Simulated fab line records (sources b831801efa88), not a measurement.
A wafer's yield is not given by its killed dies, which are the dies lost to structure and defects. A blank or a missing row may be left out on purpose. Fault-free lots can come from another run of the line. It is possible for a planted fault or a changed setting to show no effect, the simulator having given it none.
fab line records	flow sky130
[record] lots = 12	wafers = 36	last-day = 50
route steps=708 shown METAL3@535 VIA3@575 METAL4@599 PAD_OPEN@708
lots that met no fault: taken from a fault-free run of the same line
start-h: hours from the record's first day to the start of the lot's first wafer shown	wait-h: hours from the lot's prior step to this one	" same as the row above	L1.1+2: one row covering several wafers at once	- value missing, or start not given	* or withheld: withheld	< > ~ a bound
route shown NAME@n: NAME is a module with steps in the file, n the number in the route of the first one	usual: the fault-free wafers' mean and standard deviation	same: alike in all rows	chamber/n: place in a boat	sites: each site's reading	_std_site: how widely they spread, as a standard deviation	_edge_site: the outer-site mean with the inner-site mean subtracted	radius-mm: how far each site lies from the wafer's centre	mask NAME#n: copy n	behind: tool/chamber where the wafer was last shaped	hold: the reason the lot was held/the length of the hold in hours/how it ended	device: names the non-switching transistor (n, p or np)	end of line: the tests these same wafers got at the end of their route	step lacking rows: just its recipe	killed: the dies lost at the first sort to structure and to defects; this is not the yield of the wafer	map: per-die view of a wafer (x killed, . not killed, _ where there is no die)
set.NAME: the setting that was run; set.NAME@STEP: the one run at that earlier step	model.NAME: the simulator's own value behind a step, which no gauge read
one table for each step of the route and one row for each wafer, over a sample of lots
services: from which hour (start-h, from the record's first day; less than 0 if before it) a tool's chamber was out of use, for how many hours, and why
[[steps]]
[step SKY_METAL3_SPUTTER_03]
[recipe] material = Ti	target-thk-nm = 5	power-w = 3000	time-s = 3.3	chamber-pressure-pa = 0.4
[usual] throttle-valve-pct = 30.1/1.2
[same] time-s = 3.3
lot.wafer	tool	chamber	start-h	wait-h	throttle-valve-pct
L719.2	pvd-sputter-02	-	839.72	0.0	28.7
L719.3	"	-	"	"	30.3
L719.5	"	-	"	"	30.4
L721.1	pvd-sputter-04	-	861.51	0.0	28.4
L721.2	"	-	"	"	31.5
L721.3	"	-	"	"	31.8
L724.1	pvd-sputter-04	-	907.08	0.0	28.8
L724.3	"	-	"	"	28.3
L724.5	"	-	"	"	31.5
L727.3	pvd-sputter-02	-	917.30	0.0	31.1
L727.4	"	-	"	"	28.7
L727.5	"	-	"	"	30.1
L729.2	pvd-sputter-04	-	937.87	0.0	31.4
L729.3	"	-	"	"	31.5
L729.5	"	-	"	"	31.2
L728.1	pvd-sputter-03	-	939.37	0.0	30.7
L728.4	"	-	"	"	28.6
L728.5	"	-	"	"	30.7
L730.2	pvd-sputter-02	-	947.69	0.0	31.1
L730.3	"	-	"	"	30.7
L730.4	"	-	"	"	28.8
L733.3	pvd-sputter-03	-	950.46	0.0	31.4
L733.4	"	-	"	"	30.8
L733.6	"	-	"	"	29.9
L734.2	pvd-sputter-04	-	962.62	0.0	31.5
L734.3	"	-	"	"	28.3
L734.4	"	-	"	"	31.5
L735.2	pvd-sputter-04	-	965.69	0.0	28.8
L735.3	"	-	"	"	31.4
L735.6	"	-	"	"	29.0
L741.2	pvd-sputter-04	-	1008.96	0.0	28.4
L741.3	"	-	"	"	28.8
L741.4	"	-	"	"	31.1
L742.2	pvd-sputter-02	-	1011.30	0.0	31.1
L742.5	"	-	"	"	30.2
L742.6	"	-	"	"	30.9
[step SKY_VIA3_CMP_02]
[recipe] material = SiO2	down-force-psi = 4	platen-rpm = 60	pad-velocity-m-s = 0.94248
[usual] motor-current-A = 12.4/1.2	slurry-flow-ml-min = 150.0/0.44
lot.wafer	tool	chamber	start-h	wait-h	motor-current-A	slurry-flow-ml-min
L719.3	cmp-01	3	894.47	0.0	14.0	149.9
L719.2	"	0	"	"	11.6	150.1
L719.5	"	0	"	"	12.9	150.1
L721.3	cmp-02	1	915.37	0.0	9.9	150.2
L721.2	"	3	"	"	13.5	149.5
L721.1	"	0	"	"	10.5	150.2
L724.1	cmp-01	3	958.03	0.2	13.4	150.2
L724.3	"	2	"	"	13.3	150.2
L724.5	"	3	"	"	12.8	150.7
L727.4	cmp-01	1	968.48	0.1	13.7	149.8
L727.3	"	2	"	"	14.0	150.6
L727.5	"	1	"	"	12.7	149.9
L729.3	cmp-01	1	987.46	0.0	12.9	150.6
L729.2	"	3	"	"	13.6	149.7
L729.5	"	2	"	"	13.3	150.2
L728.1	cmp-02	1	990.70	0.1	10.5	150.3
L728.4	"	0	"	"	11.4	150.5
L728.5	"	1	"	"	10.6	150.6
L730.4	cmp-01	0	997.68	0.2	13.0	149.2
L730.2	"	1	"	"	12.6	149.5
L730.3	"	2	"	"	12.9	149.8
L733.4	cmp-01	2	1000.26	0.1	13.7	149.8
L733.3	"	3	"	"	13.6	150.6
L733.6	"	0	"	"	13.1	150.5
L734.2	cmp-02	0	1011.91	0.1	11.0	149.9
L734.4	"	1	"	"	10.6	149.2
L734.3	"	2	"	"	12.0	149.7
L735.3	cmp-02	2	1014.51	0.0	12.0	149.7
L735.2	"	1	"	"	10.9	149.9
L735.6	"	2	"	"	12.7	149.7
L741.3	cmp-02	3	1056.04	0.1	13.2	149.8
L741.2	"	0	"	"	11.4	149.6
L741.4	"	1	"	"	10.4	150.5
L742.2	cmp-02	3	1058.64	0.2	14.0	149.7
L742.6	"	0	"	"	11.5	149.8
L742.5	"	1	"	"	9.7	149.7
[step SKY_VIA3_ETCH_15]
[recipe] target = SiO2	chemistry = C4F8/O2/Ar	target-depth-nm = 507	stop-on = TiN	mask-material = KrF-thick	source-w = 1500	bias-w = 1200	pressure-mtorr = 40	c4f8-flow-sccm = withheld	O2_flow_sccm = 6	Ar_flow_sccm = 300	time-s = 78
[usual] oes-product-au = 0.947/0.0056
[same] time-s = 78
lot.wafer	tool	chamber	start-h	wait-h	oes-product-au	rf-hours-counter-h
L719.2	rie-diel-04	3	919.37	0.0	0.935	21
L719.3	"	0	"	"	0.941	27
L719.5	"	1	"	"	0.944	-
L721.1	rie-diel-04	3	940.07	0.0	0.946	21
L721.2	"	0	"	"	0.939	28
L721.3	"	1	"	"	0.948	9
L724.1	rie-diel-01	1	982.62	0.0	0.943	19
L724.3	"	3	"	"	0.953	21
L724.5	"	1	"	"	0.937	-
L727.3	rie-diel-04	2	993.01	0.0	0.957	16
L727.4	"	0	"	"	0.944	29
L727.5	"	3	"	"	0.944	-
L729.2	rie-diel-03	1	1011.11	0.0	0.947	15
L729.3	"	0	"	"	0.943	18
L729.5	"	1	"	"	0.957	-
L728.1	rie-diel-01	0	1014.46	0.0	0.944	4
L728.4	"	1	"	"	0.942	20
L728.5	"	3	"	"	0.939	-
L730.2	rie-diel-04	2	1021.02	0.0	0.986	18
L730.3	"	1	"	"	1.001	12
L730.4	"	0	"	"	0.983	0
L733.3	rie-diel-04	0	1023.11	0.0	0.986	0
L733.4	"	1	"	"	1.002	12
L733.6	"	1	"	"	1.008	-
L734.2	rie-diel-03	3	1034.56	0.0	0.949	9
L734.3	"	1	"	"	0.943	16
L734.4	"	0	"	"	0.950	18
L735.2	rie-diel-03	2	1037.80	0.0	0.942	25
L735.3	"	1	"	"	0.953	16
L735.6	"	2	"	"	0.942	-
L741.2	rie-diel-04	2	1076.43	0.0	0.955	19
L741.3	"	3	"	"	0.945	25
L741.4	"	1	"	"	0.952	13
L742.2	rie-diel-04	2	1079.58	0.0	0.945	19
L742.5	"	0	"	"	0.939	-
L742.6	"	3	"	"	0.954	-
[step SKY_VIA3_SPUTTER_20]
[recipe] material = TiN	target-thk-nm = 20	chamber-pressure-pa = 5	power-w = 4000	time-s = 80
[usual] throttle-valve-pct = 30.0/1.3
[same] time-s = 80
lot.wafer	tool	chamber	start-h	wait-h	throttle-valve-pct
L719.2	pvd-sputter-04	-	920.03	0.0	31.4
L719.3	"	-	"	"	28.6
L719.5	"	-	"	"	28.3
L721.1	pvd-sputter-03	-	940.82	0.0	28.7
L721.2	"	-	"	"	29.7
L721.3	"	-	"	"	31.4
L724.1	pvd-sputter-03	-	983.68	0.0	29.9
L724.3	"	-	"	"	28.9
L724.5	"	-	"	"	30.9
L727.3	pvd-sputter-04	-	993.67	0.0	28.4
L727.4	"	-	"	"	28.6
L727.5	"	-	"	"	31.6
L729.2	pvd-sputter-04	-	1011.76	0.0	28.5
L729.3	"	-	"	"	28.2
L729.5	"	-	"	"	31.6
L728.1	pvd-sputter-01	-	1015.11	0.0	30.2
L728.4	"	-	"	"	30.5
L728.5	"	-	"	"	30.7
L730.2	pvd-sputter-04	-	1021.72	0.0	28.4
L730.3	"	-	"	"	28.5
L730.4	"	-	"	"	31.7
L733.3	pvd-sputter-04	-	1023.77	0.0	31.3
L733.4	"	-	"	"	28.4
L733.6	"	-	"	"	28.3
L734.2	pvd-sputter-04	-	1035.25	0.0	28.5
L734.3	"	-	"	"	31.6
L734.4	"	-	"	"	31.3
L735.2	pvd-sputter-04	-	1038.48	0.0	28.8
L735.3	"	-	"	"	31.6
L735.6	"	-	"	"	28.8
L741.2	pvd-sputter-04	-	1077.08	0.0	28.5
L741.3	"	-	"	"	31.2
L741.4	"	-	"	"	28.9
L742.2	pvd-sputter-03	-	1080.57	0.0	31.4
L742.5	"	-	"	"	30.0
L742.6	"	-	"	"	28.9
[step SKY_METAL4_SPUTTER_01]
[recipe] material = TiN	target-thk-nm = 20	power-w = 6500	time-s = 16.7	chamber-pressure-pa = 0.4
[usual] throttle-valve-pct = 30.0/1.1
[same] time-s = 16.7
lot.wafer	tool	chamber	start-h	wait-h	throttle-valve-pct
L719.2	pvd-sputter-01	-	920.71	0.0	28.1
L719.3	"	-	"	"	30.0
L719.5	"	-	"	"	28.2
L721.1	pvd-sputter-01	-	941.50	0.0	28.0
L721.2	"	-	"	"	29.7
L721.3	"	-	"	"	30.4
L724.1	pvd-sputter-03	-	984.36	0.0	30.7
L724.3	"	-	"	"	28.5
L724.5	"	-	"	"	28.5
L727.3	pvd-sputter-02	-	994.46	0.0	30.1
L727.4	"	-	"	"	30.9
L727.5	"	-	"	"	30.6
L729.2	pvd-sputter-02	-	1012.45	0.0	30.6
L729.3	"	-	"	"	30.3
L729.5	"	-	"	"	30.3
L728.1	pvd-sputter-02	-	1015.84	0.0	28.7
L728.4	"	-	"	"	30.3
L728.5	"	-	"	"	30.7
L730.2	pvd-sputter-02	-	1022.40	0.0	30.0
L730.3	"	-	"	"	30.6
L730.4	"	-	"	"	30.8
L733.3	pvd-sputter-03	-	1024.48	0.0	31.9
L733.4	"	-	"	"	29.7
L733.6	"	-	"	"	28.7
L734.2	pvd-sputter-01	-	1036.11	0.0	28.5
L734.3	"	-	"	"	30.0
L734.4	"	-	"	"	30.7
L735.2	pvd-sputter-01	-	1039.16	0.0	30.7
L735.3	"	-	"	"	29.7
L735.6	"	-	"	"	27.9
L741.2	pvd-sputter-03	-	1077.77	0.0	30.1
L741.3	"	-	"	"	31.4
L741.4	"	-	"	"	31.5
L742.2	pvd-sputter-02	-	1081.26	0.0	30.7
L742.5	"	-	"	"	30.8
L742.6	"	-	"	"	31.2
[step SKY_PAD_OPEN_PROBE_99]
[usual] defect-limited-yield = 82.3/2	killed_at_M0_to_M3 = 44/7.5	killed_at_M4_up = 2.9/1.8	killed-at-contacts = 24/5.1	killed-at-front-end = 16/4.7	killed-at-other = 0.3/0.46	killed-dies = 87/9.9	killed-open = 47/8	killed-short = 39/6.3
[same] gross-dies = 492	killed-at-back-side = 0
lot.wafer	tool	chamber	start-h	wait-h	defect-limited-yield[%]	killed_at_M0_to_M3	killed_at_M4_up	killed-at-contacts	killed-at-front-end	killed-at-other	killed-dies	killed-open	killed-short
L719.2	prober-01	-	1068.30	0.1	82.5	40	2	22	22	0	86	54	32
L719.3	prober-01	-	1068.35	0.2	84.8	31	4	26	14	0	75	37	38
L719.5	prober-01	-	1068.45	0.2	85.4	39	2	20	11	0	72	44	28
L721.1	prober-01	-	1085.50	0.1	81.5	47	2	25	17	0	91	52	39
L721.2	prober-01	-	1085.55	0.1	79.7	47	2	30	21	0	100	49	51
L721.3	prober-01	-	1085.60	0.2	81.7	42	0	28	19	1	90	50	40
L724.1	prober-02	-	1122.50	0.1	83.3	41	7	20	14	0	82	43	38
L724.3	prober-02	-	1122.60	0.2	80.7	46	5	32	12	0	95	51	44
L724.5	prober-02	-	1122.70	0.2	79.1	58	5	22	18	0	103	50	52
L727.3	prober-01	-	1130.45	0.2	82.9	33	4	35	12	0	84	55	29
L727.4	prober-01	-	1130.50	0.2	80.3	50	2	24	20	1	97	58	38
L727.5	prober-01	-	1130.55	0.2	81.7	37	0	32	21	0	90	50	39
L729.2	prober-02	-	1145.30	0.1	81.3	39	0	28	25	0	92	63	29
L729.3	prober-02	-	1145.35	0.2	81.7	39	2	27	21	1	90	47	41
L729.5	prober-02	-	1145.45	0.2	81.5	46	3	17	25	0	91	53	34
L728.1	prober-01	-	1147.52	0.1	83.3	42	3	22	15	0	82	49	33
L728.4	prober-01	-	1147.67	0.2	83.1	45	3	20	15	0	83	49	34
L728.5	prober-01	-	1147.72	0.2	84.3	36	2	21	18	0	77	37	40
L730.2	prober-02	-	1154.25	0.1	83.3	42	1	22	17	0	82	47	35
L730.3	prober-02	-	1154.30	0.2	81.5	45	2	24	20	0	91	62	29
L730.4	prober-02	-	1154.35	0.2	84.6	33	2	24	16	1	76	41	35
L733.3	prober-01	-	1156.10	0.2	82.1	41	2	21	23	1	88	52	35
L733.4	prober-01	-	1156.15	0.2	86.2	39	2	16	11	0	68	33	35
L733.6	prober-01	-	1156.25	0.2	80.3	53	5	20	19	0	97	52	43
L734.2	prober-02	-	1163.55	0.1	82.3	48	5	24	10	0	87	41	45
L734.3	prober-02	-	1163.60	0.2	82.1	52	7	19	10	0	88	59	29
L734.4	prober-02	-	1163.65	0.2	81.3	38	5	33	15	1	92	56	31
// killed by level:class
L719.2 VIA1:geometric-particle:open=12 LI_CONTACT:geometric-particle:open=8 VIA3:geometric-particle:open=8 CONTACT:geometric-particle:short=6 FIELD_ISO:geometric-particle:short=5 POLY_GATE:geometric-particle:short=5 VIA2:geometric-particle:open=5 POLY_GATE:geometric-particle:open=4
L719.3 LI_CONTACT:geometric-particle:open=9 VIA1:geometric-particle:open=8 CONTACT:geometric-particle:short=7 VIA2:geometric-particle:open=7 CONTACT:geometric-particle:open=7 POLY_GATE:geometric-particle:short=6 FIELD_ISO:geometric-particle:short=4 METAL4:geometric-particle:short=4
L719.5 CONTACT:geometric-particle:open=13 VIA2:geometric-particle:open=9 VIA1:geometric-particle:short=5 VIA2:geometric-particle:short=5 VIA1:geometric-particle:open=4 FIELD_ISO:geometric-particle:open=3 POLY_GATE:geometric-particle:open=3 SPACER:geometric-particle:open=3
L721.1 VIA1:geometric-particle:open=10 CONTACT:geometric-particle:open=9 FIELD_ISO:geometric-particle:open=6 VIA2:geometric-particle:open=6 METAL1:geometric-particle:short=6 LI_CONTACT:geometric-particle:open=5 METAL1:geometric-particle:open=5 CONTACT:geometric-particle:short=5
L721.2 CONTACT:geometric-particle:open=10 VIA1:geometric-particle:open=8 LI_CONTACT:geometric-particle:open=7 VIA2:geometric-particle:short=7 FIELD_ISO:geometric-particle:short=6 METAL1:geometric-particle:short=6 LI_CONTACT:geometric-particle:short=5 VIA1:geometric-particle:short=5
L721.3 VIA1:geometric-particle:open=11 LOCAL_INTERCONNECT:geometric-particle:short=9 CONTACT:geometric-particle:open=8 VIA3:geometric-particle:open=8 CONTACT:geometric-particle:short=5 VIA2:geometric-particle:open=5 FIELD_ISO:geometric-particle:short=4 LI_CONTACT:geometric-particle:open=4
L724.1 VIA1:geometric-particle:short=8 CONTACT:geometric-particle:open=7 METAL2:geometric-particle:short=7 LI_CONTACT:geometric-particle:open=6 VIA3:geometric-particle:open=6 VIA2:geometric-particle:open=6 METAL4:geometric-particle:short=6 FIELD_ISO:geometric-particle:open=4
L724.3 VIA1:geometric-particle:open=12 CONTACT:geometric-particle:open=10 LI_CONTACT:geometric-particle:open=8 CONTACT:geometric-particle:short=7 FIELD_ISO:geometric-particle:short=6 VIA1:geometric-particle:short=5 VIA2:geometric-particle:open=5 METAL3:geometric-particle:short=5
L724.5 VIA1:geometric-particle:open=15 VIA2:geometric-particle:open=14 METAL2:geometric-particle:short=11 POLY_GATE:geometric-particle:short=6 FIELD_ISO:geometric-particle:short=5 LI_CONTACT:geometric-particle:short=5 LI_CONTACT:geometric-particle:open=5 METAL1:geometric-particle:short=5
L727.3 CONTACT:geometric-particle:open=13 VIA1:geometric-particle:open=11 LI_CONTACT:geometric-particle:open=10 LOCAL_INTERCONNECT:geometric-particle:short=7 POLY_GATE:geometric-particle:open=4 CONTACT:geometric-particle:short=4 FIELD_ISO:geometric-particle:open=3 POLY_GATE:geometric-particle:short=3
L727.4 VIA3:geometric-particle:open=11 CONTACT:geometric-particle:open=10 VIA2:geometric-particle:open=7 FIELD_ISO:geometric-particle:open=6 LI_CONTACT:geometric-particle:open=6 VIA1:geometric-particle:open=6 VIA1:geometric-particle:short=6 METAL1:geometric-particle:short=5
L727.5 VIA1:geometric-particle:open=11 CONTACT:geometric-particle:open=8 LI_CONTACT:geometric-particle:open=7 CONTACT:geometric-particle:short=7 VIA2:geometric-particle:open=7 POLY_GATE:geometric-particle:open=6 FIELD_ISO:geometric-particle:short=5 LOCAL_INTERCONNECT:geometric-particle:short=5
L729.2 VIA1:geometric-particle:open=14 CONTACT:geometric-particle:open=12 VIA3:geometric-particle:open=10 LI_CONTACT:geometric-particle:open=7 POLY_GATE:geometric-particle:short=6 SPACER:geometric-particle:open=6 POLY_GATE:geometric-particle:open=5 VIA2:geometric-particle:open=5
L729.3 CONTACT:geometric-particle:open=11 VIA1:geometric-particle:open=9 VIA3:geometric-particle:open=8 METAL1:geometric-particle:short=7 POLY_GATE:geometric-particle:open=6 LI_CONTACT:geometric-particle:open=6 FIELD_ISO:geometric-particle:short=5 LOCAL_INTERCONNECT:geometric-particle:short=4
L729.5 VIA1:geometric-particle:open=15 POLY_GATE:geometric-particle:open=9 VIA2:geometric-particle:open=7 VIA3:geometric-particle:open=7 LI_CONTACT:geometric-particle:open=6 CONTACT:geometric-particle:short=5 VIA1:geometric-particle:short=4 FIELD_ISO:geometric-particle:open=3
L728.1 VIA1:geometric-particle:open=14 CONTACT:geometric-particle:open=9 METAL2:geometric-particle:short=7 VIA2:geometric-particle:open=6 LI_CONTACT:geometric-particle:open=5 FIELD_ISO:geometric-particle:short=4 POLY_GATE:geometric-particle:open=4 CONTACT:geometric-particle:short=4
L728.4 VIA1:geometric-particle:open=10 VIA2:geometric-particle:open=9 CONTACT:geometric-particle:open=8 POLY_GATE:geometric-particle:short=5 METAL1:geometric-particle:short=5 VIA3:geometric-particle:open=5 SPACER:geometric-particle:open=4 VIA1:geometric-particle:short=4
L728.5 VIA1:geometric-particle:open=7 VIA2:geometric-particle:open=7 CONTACT:geometric-particle:short=6 LI_CONTACT:geometric-particle:open=5 CONTACT:geometric-particle:open=5 FIELD_ISO:geometric-particle:open=4 SPACER:geometric-particle:short=4 LI_CONTACT:geometric-particle:short=4
L730.2 VIA1:geometric-particle:open=11 VIA3:geometric-particle:open=11 LI_CONTACT:geometric-particle:open=8 CONTACT:geometric-particle:short=8 FIELD_ISO:geometric-particle:open=6 METAL1:geometric-particle:short=5 METAL2:geometric-particle:short=5 FIELD_ISO:geometric-particle:short=4
L730.3 VIA3:geometric-particle:open=15 CONTACT:geometric-particle:open=13 FIELD_ISO:geometric-particle:open=9 VIA2:geometric-particle:open=8 VIA1:geometric-particle:open=7 VIA1:geometric-particle:short=5 FIELD_ISO:geometric-particle:short=4 LOCAL_INTERCONNECT:geometric-particle:short=4
L730.4 VIA3:geometric-particle:open=8 FIELD_ISO:geometric-particle:open=6 LI_CONTACT:geometric-particle:open=6 LOCAL_INTERCONNECT:geometric-particle:short=6 METAL1:geometric-particle:short=6 CONTACT:geometric-particle:open=5 METAL2:geometric-particle:short=5 VIA2:geometric-particle:open=5
L733.3 VIA1:geometric-particle:open=10 FIELD_ISO:geometric-particle:short=8 LI_CONTACT:geometric-particle:open=8 VIA3:geometric-particle:open=7 CONTACT:geometric-particle:open=6 FIELD_ISO:geometric-particle:open=5 VIA2:geometric-particle:open=5 METAL2:geometric-particle:short=4
L733.4 METAL2:geometric-particle:short=10 CONTACT:geometric-particle:open=8 FIELD_ISO:geometric-particle:open=7 VIA2:geometric-particle:open=5 VIA1:geometric-particle:open=4 VIA2:geometric-particle:short=4 FIELD_ISO:geometric-particle:short=3 METAL3:geometric-particle:short=3
L733.6 VIA1:geometric-particle:open=14 METAL2:geometric-particle:short=10 CONTACT:geometric-particle:open=9 LI_CONTACT:geometric-particle:open=7 FIELD_ISO:geometric-particle:short=6 FIELD_ISO:geometric-particle:open=6 METAL1:geometric-particle:short=6 VIA2:geometric-particle:open=5
L734.2 LOCAL_INTERCONNECT:geometric-particle:short=7 METAL1:geometric-particle:short=7 VIA1:geometric-particle:open=7 LI_CONTACT:geometric-particle:open=5 METAL3:geometric-particle:short=5 VIA3:geometric-particle:short=5 METAL1:geometric-particle:open=5 VIA2:geometric-particle:open=5
L734.3 VIA1:geometric-particle:open=13 LI_CONTACT:geometric-particle:open=8 VIA3:geometric-particle:open=8 VIA2:geometric-particle:open=7 METAL4:geometric-particle:short=5 CONTACT:geometric-particle:open=4 METAL1:geometric-particle:short=4 METAL3:geometric-particle:short=4
L734.4 CONTACT:geometric-particle:open=17 VIA3:geometric-particle:open=10 VIA1:geometric-particle:open=9 LOCAL_INTERCONNECT:geometric-particle:short=6 LI_CONTACT:geometric-particle:open=6 METAL1:geometric-particle:short=4 FIELD_ISO:geometric-particle:short=3 CONTACT:geometric-particle:short=3
[[services]]
tool	chamber	start-h	hours	kind
rie-diel-04	0	815.97	15.1	repair
rie-diel-04	-	822.53	2.8	repair
cmp-02	-	826.83	1.9	repair
pvd-sputter-03	-	830.58	4.7	repair
rie-diel-04	3	844.48	1.9	repair
cmp-02	-	856.16	11.8	repair
cmp-02	-	867.97	5.5	pm
pvd-sputter-02	-	883.96	8.4	repair
pvd-sputter-03	-	889.65	2.6	repair
cmp-01	-	912.15	4.0	pm
pvd-sputter-03	-	919.19	7.1	repair
rie-diel-04	3	926.03	1.3	repair
cmp-02	-	937.50	2.1	repair
rie-diel-04	-	939.02	0.7	repair
pvd-sputter-03	-	941.96	1.0	repair
pvd-sputter-03	-	945.83	4.2	repair
rie-diel-04	3	972.65	1.2	repair
cmp-01	-	974.23	0.2	repair
rie-diel-04	1	976.89	3.0	repair
cmp-02	-	992.92	11.0	repair
pvd-sputter-03	-	999.96	16.8	repair
cmp-02	-	1035.19	0.7	repair
cmp-01	-	1050.56	2.3	repair
cmp-02	-	1064.55	3.8	repair
[[key]]
[first-sign] step = SKY_VIA3_ETCH_15	reading = oes-product-au	direction = up	sigmas = 8.6	usual = 0.947	struck = 0.994
effect none on later readings
met-at SKY_VIA3_CMP_02
struck-lots L730,L733
not-acting-at SKY_METAL3_SPUTTER_03,SKY_VIA3_SPUTTER_20,SKY_METAL4_SPUTTER_01
onset-between 987.46 997.68
[fault] kind = process-parameter-drift	tool = cmp-01	chamber = -	onset-h = 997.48	steps = SKY_VIA3_CMP_02	channel = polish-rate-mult	offset = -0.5	shape = step	end-h = 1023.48
